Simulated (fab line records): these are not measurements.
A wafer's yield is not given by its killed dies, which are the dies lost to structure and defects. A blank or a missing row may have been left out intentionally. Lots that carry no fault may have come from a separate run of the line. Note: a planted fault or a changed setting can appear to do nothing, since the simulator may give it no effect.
Check of tool commonality -- flow sky130 -- 10 lots, 30 wafers sampled

WHY IT WAS OPENED
SKY_POLY_GATE_THK_MEAS_04, reading POLY_GATE_CVD_03_THK: flagged on 2 of 10 lots. Fault-free wafers read 75.2 nm, with a standard deviation of 0.6.
Rule: a lot gets a flag if all its wafers with a number sit over 4 standard deviations from that mean, or if no wafer of it has a number. All remaining lots are regarded as sound.

lot,measured,on,"POLY_GATE_CVD_03_THK (nm), wafer by wafer",flag
L481,day 15 22:35,film_metro-01,75.6 75.7 75.9,
L482,day 15 23:55,film_metro-01,75.9 75.2 75.4,
L483,day 16 11:16,film_metro-02,75.8 76.5 76.5,
L485,day 17 09:41,film_metro-01,76.1 75.3 75.7,
L487,day 17 23:52,film_metro-02,75.3 75.2 76.0,
L488,day 18 19:52,film_metro-02,74.7 74.5 74.5,
L489,day 18 21:14,film_metro-01,75.5 75.6 75.9,
L491,day 19 07:49,film_metro-03,75.1 74.9 75.0,
L495,day 20 17:09,film_metro-01,110.8 110.4 110.9,FLAGGED
L496,day 21 15:40,film_metro-01,109.6 108.9 110.1,FLAGGED
Average over the flagged lots: 110.1 nm; offset from the usual +34.9 nm, equal to +58 standard deviations.

LOT BY LOT: THE TOOL USED
3 process steps preceding the reading are held in the record, out of 708 steps in the route. Every cell lists first the tool, next ch and the chambers used by the sampled wafers, and last the start.
lot,flag,SKY_VT_ADJUST_HVTR_STRIP_10,SKY_RES_PROTECT_STRIP_07,SKY_POLY_GATE_CVD_03
L481,,"plasma_asher-02 ch 0,1, day 9 20:16","plasma_asher-01 ch 0,1, day 15 20:21","lpcvd-02 ch 0, day 15 20:32"
L482,,"plasma_asher-02 ch 0, day 10 04:57","plasma_asher-04 ch 0, day 15 20:21","lpcvd-02 ch 1, day 15 22:34"
L483,,"plasma_asher-04 ch 0,1, day 10 12:09","plasma_asher-01 ch 0,1, day 16 09:17","lpcvd-02 ch 1, day 16 09:54"
L485,,"plasma_asher-01 ch 0,1, day 11 04:08","plasma_asher-02 ch 0,1, day 17 07:14","lpcvd-02 ch 1, day 17 08:18"
L487,,"plasma_asher-01 ch 0,1, day 11 17:46","plasma_asher-01 ch 0,1, day 17 21:00","lpcvd-02 ch 1, day 17 22:30"
L488,,"plasma_asher-01 ch 0,1, day 12 06:09","plasma_asher-02 ch 0,1, day 18 18:17","lpcvd-02 ch 1, day 18 18:30"
L489,,"plasma_asher-01 ch 0,1, day 12 06:43","plasma_asher-04 ch 0,1, day 18 18:46","lpcvd-02 ch 0, day 18 19:52"
L491,,"plasma_asher-02 ch 0,1, day 12 22:09","plasma_asher-01 ch 0, day 19 05:07","lpcvd-02 ch 0, day 19 06:27"
L495,FLAGGED,"plasma_asher-04 ch 0,1, day 14 03:49","plasma_asher-02 ch 0,1, day 20 15:35","lpcvd-02 ch 0, day 20 15:47"
L496,FLAGGED,"plasma_asher-04 ch 0, day 14 17:57","plasma_asher-01 ch 0,1, day 21 12:57","lpcvd-02 ch 1, day 21 14:17"
These steps, and what they do:
- SKY_VT_ADJUST_HVTR_STRIP_10: strips in O2/N2.
- SKY_RES_PROTECT_STRIP_07: strips in O2/N2.
- SKY_POLY_GATE_CVD_03: deposits Si3N4 from DCS/NH3, target thk 75 nm, time 1290 s.
- SKY_POLY_GATE_THK_MEAS_04

FLAGGED OVER TOTAL, TOOL BY TOOL (the gauges that took the reading come last)
step,tool,lots run,flagged,share of the flagged lots,sound lots run after its first flagged lot
SKY_VT_ADJUST_HVTR_STRIP_10,plasma_asher-01,4,0,none,-
SKY_VT_ADJUST_HVTR_STRIP_10,plasma_asher-02,3,0,none,-
SKY_VT_ADJUST_HVTR_STRIP_10,plasma_asher-04,3,2,all,0
SKY_RES_PROTECT_STRIP_07,plasma_asher-01,5,1,some,0
SKY_RES_PROTECT_STRIP_07,plasma_asher-02,3,1,some,0
SKY_RES_PROTECT_STRIP_07,plasma_asher-04,2,0,none,-
SKY_POLY_GATE_CVD_03,lpcvd-02,10,2,all,0
SKY_POLY_GATE_THK_MEAS_04,film_metro-01,6,2,all,0
SKY_POLY_GATE_THK_MEAS_04,film_metro-02,3,0,none,-
SKY_POLY_GATE_THK_MEAS_04,film_metro-03,1,0,none,-

WHAT THE TABLE ALLOWS
plasma_asher-04 at SKY_VT_ADJUST_HVTR_STRIP_10, lpcvd-02 at SKY_POLY_GATE_CVD_03 and film_metro-01 at SKY_POLY_GATE_THK_MEAS_04: these 3 rows of the table ran every flagged lot.
- plasma_asher-04 at SKY_VT_ADJUST_HVTR_STRIP_10 ran 3 lots, 2 of them flagged. Its last sound lot is L483 (day 10 12:09), its first flagged lot L495 (day 14 03:49): a fault that began between those two fits.
- lpcvd-02 at SKY_POLY_GATE_CVD_03 ran 10 lots, 2 of them flagged. Its last sound lot is L491 (day 19 06:27), its first flagged lot L495 (day 20 15:47): a fault that began between those two fits.
- film_metro-01 at SKY_POLY_GATE_THK_MEAS_04 ran 6 lots, 2 of them flagged. Its last sound lot is L489 (day 18 21:14), its first flagged lot L495 (day 20 17:09): a fault that began between those two fits.
Counting lots can't tell these 3 tools apart, because each fits a fault that began at some hour. More lots, or a look at what each step does to the wafer, might.

WHAT THE SIMULATOR HAD PUT IN
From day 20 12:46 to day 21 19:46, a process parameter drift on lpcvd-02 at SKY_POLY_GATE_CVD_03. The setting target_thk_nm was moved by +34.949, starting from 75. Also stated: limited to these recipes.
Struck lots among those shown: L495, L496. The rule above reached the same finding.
